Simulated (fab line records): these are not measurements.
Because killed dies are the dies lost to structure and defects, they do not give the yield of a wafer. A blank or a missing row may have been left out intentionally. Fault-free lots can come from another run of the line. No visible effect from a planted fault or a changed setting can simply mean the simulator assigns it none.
Struck lot and sound lot, side by side | flow sky130 | 43 steps out of a route of 708
Sound: the wafers L497.1, L497.2, L497.4. Wafers L504.1, L504.3, L504.5 were the ones struck. Last of all comes the cause.
Order at every step that has rows: each side's tool, ch and its chambers, its first start. Under that, the readings that differ: sound wafers | struck wafers | difference of the means | sigmas: that difference in standard deviations of wafers without a fault.
alike: readings whose means differ by less than 2 such deviations, and words and numbers that are the same on both sides. not compared: withheld readings, readings that some wafer has no value for, bounds like >300 that may hide the same value, and numbers for which the record gives no deviation and whose values overlap.
The two part at a step that has a row with sigmas, a row that says differs or no value, or rows on one side only. Numbers that have no deviation but don't overlap get no sigmas and don't part them. Lack of a reading on every wafer of one side parts them only where that side has two or more wafers.

SKY_VIA3_OVL_MEAS_13:
  sound: overlay-02 at day 39 07:46; struck: overlay-01 at day 42 01:19
  alike: VIA3_OVL
then, 7 steps without rows for these wafers: SKY_VIA3_ETCH_14 (etches BARC in N2/H2, stops on SiO2, time 45.9 s, target depth 60 nm); SKY_VIA3_ETCH_15 (etches SiO2 in C4F8/O2/Ar, stops on TiN, target depth 507 nm, time 78 s); SKY_VIA3_STRIP_16 (strips in O2/N2); SKY_VIA3_STRIP_17 (strips in post etch residue remover, time 1200 s); SKY_VIA3_CLEAN_18 (cleans in IPA, time 180 s); SKY_VIA3_CLEAN_19 (cleans in O3/DIW); SKY_VIA3_SPUTTER_20 (material TiN, target thk 20 nm, time 80 s).
SKY_VIA3_CVD_21: deposits W, target thk 390 nm, time 117.31 s.
  sound on cvdW-02 ch 0,1, day 39 08:43; struck on cvdW-02 ch 0, day 42 02:07
  alike: heaterPowerW
SKY_VIA3_RS_MEAS_22: the measuring method here is four-point-probe.
  sound: filmMetro-01 at day 39 08:51; struck: filmMetro-01 at day 42 02:21
  alike: VIA3_W_RS
SKY_VIA3_THK_MEAS_23: measures by xrf.
  sound: filmMetro-01 at day 39 08:58; struck: filmMetro-01 at day 42 02:28
  alike: VIA3_W_THK
then, 1 step without rows for these wafers: SKY_VIA3_CMP_24 (polishes, stops on SiO2, t overpolish 20 s, target thk 0 nm).
SKY_METAL4_SPUTTER_00: material Ti, target thk 15 nm, time 10 s.
  sound: pvdSputter-03 at day 39 09:20; struck: pvdSputter-04 at day 42 02:50
  alike: throttleValvePct
then, 1 step without rows for these wafers: SKY_METAL4_SPUTTER_01 (material TiN, target thk 20 nm, time 16.7 s).
SKY_METAL4_SPUTTER_02: material AlCu, target thk 735 nm, time 39.1 s.
  sound: pvdSputter-03 at day 39 09:23; struck: pvdSputter-04 at day 42 02:53
  alike: throttleValvePct
then, 1 step without rows for these wafers: SKY_METAL4_SPUTTER_03 (material Ti, target thk 5 nm, time 3.3 s).
SKY_METAL4_SPUTTER_04: material TiN, target thk 70 nm, time 58.3 s.
  sound: pvdSputter-03 at day 39 09:26; struck: pvdSputter-04 at day 42 02:56
  alike: throttleValvePct
SKY_CAP2M_CVD_00: deposits SiO2, target thk 15.5 nm.
  sound on pecvd-03 ch 0,2, day 39 09:29; struck on pecvd-04 ch 0,1,2, day 42 02:59
  alike: heaterPowerW
SKY_CAP2M_THK_MEAS_01:
  sound: filmMetro-04 at day 39 09:31; struck: filmMetro-01 at day 42 03:01
  alike: CAP2M_CVD_00_THK
then, 1 step without rows for these wafers: SKY_CAP2M_SPUTTER_02 (material TiN, target thk 200 nm, time 166.7 s).
SKY_CAP2M_RS_MEAS_03: the measuring method here is four-point-probe.
  sound: filmMetro-01 at day 39 09:40; struck: filmMetro-03 at day 42 03:11
  alike: CAP2M_TIN_RS
SKY_CAP2M_THK_MEAS_04: measures by xrf.
  sound: filmMetro-01 at day 39 09:47; struck: filmMetro-03 at day 42 03:19
  alike: CAP2M_TIN_THK
then, 7 steps without rows for these wafers: SKY_CAP2M_DEHYDRATE_05 (time 60 s); SKY_CAP2M_HMDS_06 (prime time 60 s); SKY_CAP2M_COAT_07 (resist thk 1140 nm); SKY_CAP2M_SOFTBAKE_08 (time 60 s); SKY_CAP2M_EXPOSE_09 (exposes mask CAP2M, target cd 1000 nm); SKY_CAP2M_PEB_10; SKY_CAP2M_DEVELOP_11 (develop time 60 s).
SKY_CAP2M_OVL_MEAS_12:
  sound: overlay-01 at day 40 09:17; struck: overlay-01 at day 43 01:52
reading        | sound          | struck      | difference | sigmas
CAP2M_OVL (nm) | -1.0 -2.0 -2.9 | 0.9 1.3 1.3 | +3.1       | +2
SKY_CAP2M_METAL_ETCH_13: etches TiN in Cl2/BCl3, stops on SiO2, target depth 220 nm, time 62.9 s.
  sound on rieMetal-01 ch 0,1, day 40 09:20; struck on rieMetal-03 ch 0,1, day 43 01:54
reading              | sound                | struck               | difference | sigmas
throttleValvePct (%) | 21.887 21.887 21.889 | 21.907 21.915 21.906 | +0.022     | +2
  alike: drypumpMotorCurrentA, oesProductAu
  not compared: rfHoursCounterH
then, 11 steps without rows for these wafers: SKY_CAP2M_STRIP_14 (strips in O2/N2); SKY_CAP2M_STRIP_15 (strips in post etch residue remover, time 1200 s); SKY_CAP2M_CLEAN_16 (cleans in IPA, time 180 s); SKY_CAP2M_CLEAN_17 (cleans in O3/DIW); SKY_METAL4_DEHYDRATE_05 (time 60 s); SKY_METAL4_HMDS_06 (prime time 60 s); SKY_METAL4_COAT_07 (resist thk 60 nm); SKY_METAL4_COAT_08 (resist thk 1140 nm); SKY_METAL4_SOFTBAKE_09 (time 90 s); SKY_METAL4_EXPOSE_10 (exposes mask MM4, target cd 300 nm); SKY_METAL4_PEB_11.
-- the record jumps here: 5 days lie between the struck wafers' starts before and after (it left off in module METAL4 and takes up again in module PAD_OPEN, whose first step shown is number 708 of the route) --
SKY_PAD_OPEN_PROBE_99:
  record: rows for the struck wafers here (prober-01, day 47 16:40), none for the sound ones

== WHERE THEY PART ==
Last at SKY_PAD_OPEN_PROBE_99 as far as this record goes, first at SKY_CAP2M_OVL_MEAS_12.

WHY: what the simulator had put in
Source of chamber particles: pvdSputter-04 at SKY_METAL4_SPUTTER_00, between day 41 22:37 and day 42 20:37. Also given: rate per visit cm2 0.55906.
